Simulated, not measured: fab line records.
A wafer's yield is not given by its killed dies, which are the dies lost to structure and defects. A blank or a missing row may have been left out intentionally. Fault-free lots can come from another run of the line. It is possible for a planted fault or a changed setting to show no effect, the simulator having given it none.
Problem report, 8D (eight disciplines) form, completed by code || flow gf180mcu || the parts of the form that need people (team, actions taken, sign-off) are left out

1. THE PROBLEM
Wafers without a fault read 0.830 a.u. with a standard deviation of 0.0057, while oesProductAu at GF_STI_ETCH_13 averages 0.660 a.u. across 2 wafers of 1 lot. That puts it -30 standard deviations away from the usual mean.
The step: etches the open film in CHF3/O2, stops on Si, target depth 282.31 nm, time 112.9 s.
The first sign was on wafer L228.1 at day 6 18:17, on rieDiel-04. At this step, 38 wafers from 13 lots have a number in the record. By rule, "out" or "out of limits" means more than 4 standard deviations away from the usual mean. All remaining wafers that have a number are taken as sound.

2. WHAT IT IS; WHAT IT IS NOT
{"question": "which readings at this step", "is": "oesProductAu", "is not": "drypumpMotorCurrentA"}
{"question": "which lots", "is": "L228", "is not": "L207, L208, L210, L211, L212, L213, L215, L216, L217, L218, L219, L229"}
{"question": "which wafers of those lots", "is": "all that have a number", "is not": "-"}
{"question": "read on which tools", "is": "rieDiel-04", "is not": "rieDiel-02, rieDiel-03"}
{"question": "when", "is": "from day 6 18:17", "is not": "up to then (33 sound wafers); but 3 sound wafers of L229 came after"}

3. WHAT RULES OUT EACH SUSPECT
Counting: a tool stays on the suspect list if, at a process step up to the reading, it processed all lots that are out and no sound lot following the first of them.
- rieDiel-04 at GF_STI_ETCH_13 (etches the open film in CHF3/O2, stops on Si, target depth 282.31 nm, time 112.9 s): kept. It ran the lot that is out, L228 (day 6 18:17), and no sound lot after that; its last sound lot up to then is L218 (day 4 14:57). Its own oesProductAu readings are out on those wafers.
After counting, what remains is rieDiel-04 at GF_STI_ETCH_13.

4. THE CAUSE (what the simulator had put in)
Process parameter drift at GF_STI_ETCH_13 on rieDiel-04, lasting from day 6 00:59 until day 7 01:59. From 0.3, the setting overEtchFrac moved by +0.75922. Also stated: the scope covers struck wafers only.
After counting, this tool was the only one left.

5. THE EFFECT CHAIN, in route order
Rows list readings where the struck wafers' mean (over those with a number) sits beyond 3 standard deviations from the usual. Readings are gone through only where the record gives a usual standard deviation; hours: the median, over the lots, of the time from a lot's start at the first step in this table giving one to that lot's start at this step; sigmas: the change measured in usual standard deviations.
{"hours": 0, "step": "GF_STI_ETCH_13", "reading": "oesProductAu", "usual": "0.830 a.u.", "on struck wafers": 0.660, "change": -0.170, "sigmas": -30}
{"hours": 0, "step": "GF_STI_ETCH_13", "reading": "throttleValvePct", "usual": "8.810 %", "on struck wafers": 8.764, "change": -0.046, "sigmas": -4.6}
{"hours": 0, "step": "GF_STI_STRIP_15", "reading": "oesProductAu", "usual": "0.383 a.u.", "on struck wafers": 0.326, "change": -0.057, "sigmas": -11}
{"hours": 0, "step": "GF_STI_STRIP_15", "reading": "stripTimeToEndpointS", "usual": "3.72 s", "on struck wafers": 2.26, "change": -1.46, "sigmas": -26}
The process steps in it:
- GF_STI_ETCH_13: etches the open film in CHF3/O2, stops on Si, target depth 282.31 nm, time 112.9 s.
- GF_STI_STRIP_15: strips in O2/N2.
Later measuring or inspecting steps at which every struck wafer that the step has a row for has a number for every such reading, and none has moved that far: GF_STI_THK_MEAS_22, GF_NWELL_TW_MEAS_11, GF_LVPWELL_OVL_MEAS_07.

6. WHAT WOULD HAVE CAUGHT IT SOONER
In this record no reading fell out of limits until day 6 18:17, 17 hours after the fault had begun at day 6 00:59.
